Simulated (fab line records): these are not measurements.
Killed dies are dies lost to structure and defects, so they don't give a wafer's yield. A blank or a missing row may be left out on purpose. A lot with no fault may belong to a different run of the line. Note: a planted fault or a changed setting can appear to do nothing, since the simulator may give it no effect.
Struck lot and sound lot, side by side | flow sfq line | 14 out of 325 route steps
Sound: the wafers L662.1, L662.2, L662.4. Struck: wafers L659.1, L659.3, L659.4. At the end, the cause is stated.
Per side, at each step with rows, come the tool, then ch with its chambers, and then its first start. Under that, the readings that differ: sound wafers | struck wafers | difference of the means | sigmas: that difference in standard deviations of wafers without a fault.
alike: same words and numbers on both sides, and readings whose means sit less than 2 such deviations apart. not compared: any withheld reading, any reading some wafer has no value for, any bound like >300 that may hide the same value, and any number with overlapping values for which the record gives no deviation.
The two part at a step that has a row with sigmas, a row that says differs or no value, or rows on one side only. Numbers that have no deviation but don't overlap get no sigmas and don't part them. A reading that every wafer of one side lacks parts them only if that side has two wafers or more.

first, 1 step without rows for these wafers: SFQ_TRILAYER_I7_VIA_LITHO_DEVELOP_189 (time 60 s).
SFQ_I7_OVL_MEAS_947:
  struck on overlay-02, day 86 02:59; sound on overlay-01, day 86 09:09
  alike: I7_OVL
SFQ_TRILAYER_I7_VIA_BARC_OPEN_VIA_ETCH_260: etches BARC in O2, target depth 125 nm, time 41.7 s.
  sound on rie diel-04 ch 0,2,3, day 86 09:11; struck on rie diel-03 ch 0,1,2, day 86 03:01
  alike: drypump motor current A, oes product au
  not compared: rf hours counter h
SFQ_TRILAYER_I7_VIA_ETCH_VIA_ETCH_190: etches SiO2 in CHF3, stops on Nb, target depth 260 nm.
  sound on rie diel-04 ch 0,2,3, day 86 09:14; struck on rie diel-03 ch 0,1,2, day 86 03:04
  alike: drypump motor current A, oes product au
SFQ_TRILAYER_I7_VIA_STRIP_STRIP_191: strips in O2.
  sound on rie metal-01 ch 0, day 86 09:20; struck on rie metal-02 ch 0,1, day 86 03:11
  alike: drypump motor current A, oes product au
  not compared: rf hours counter h
then, 7 steps without rows for these wafers: SFQ_TRILAYER_I7_VIA_STRIP_SOLV_CLEAN_192 (cleans in NMP, time 600 s); SFQ_TRILAYER_M8_LITHO_LOR_COAT_197; SFQ_TRILAYER_M8_LITHO_LOR_BAKE_198; SFQ_TRILAYER_M8_LITHO_COAT_193 (resist thk 600 nm); SFQ_TRILAYER_M8_LITHO_SOFTBAKE_199; SFQ_TRILAYER_M8_LITHO_EXPOSE_194 (exposes mask M8, target cd 2000 nm); SFQ_TRILAYER_M8_LITHO_PEB_196 (peb time 60 s).
SFQ_TRILAYER_M8_LITHO_DEVELOP_195: img clear 15 s, time 55 s.
  struck on litho track-04, day 86 06:36; sound on litho track-02 ch 0, day 86 13:22
  no value came back on the struck wafers for chill plate temp C (C), exhaust pa (Pa); on the sound wafers chill plate temp C (C) reads 22.83 23.00 22.84
  reading                                             | sound           | struck            | difference | sigmas
  model.KrF_of_TRILAYER_M8_LITHO_COAT_193.thk nm (nm) | 574.8 576 575.6 | 597.6 599.4 599.6 | +23.4      |
SFQ_M8_OVL_MEAS_948:
  struck on overlay-01, day 86 06:44; sound on overlay-01, day 86 13:31
  reading     | sound    | struck | difference                    | sigmas
  M8_OVL (nm) | -8 -7 -1 | - - -  | no value on the struck wafers |

## WHERE THEY PART
At SFQ_TRILAYER_M8_LITHO_DEVELOP_195 first; at SFQ_M8_OVL_MEAS_948 last (within this record only).

WHY: what had been put in by the simulator
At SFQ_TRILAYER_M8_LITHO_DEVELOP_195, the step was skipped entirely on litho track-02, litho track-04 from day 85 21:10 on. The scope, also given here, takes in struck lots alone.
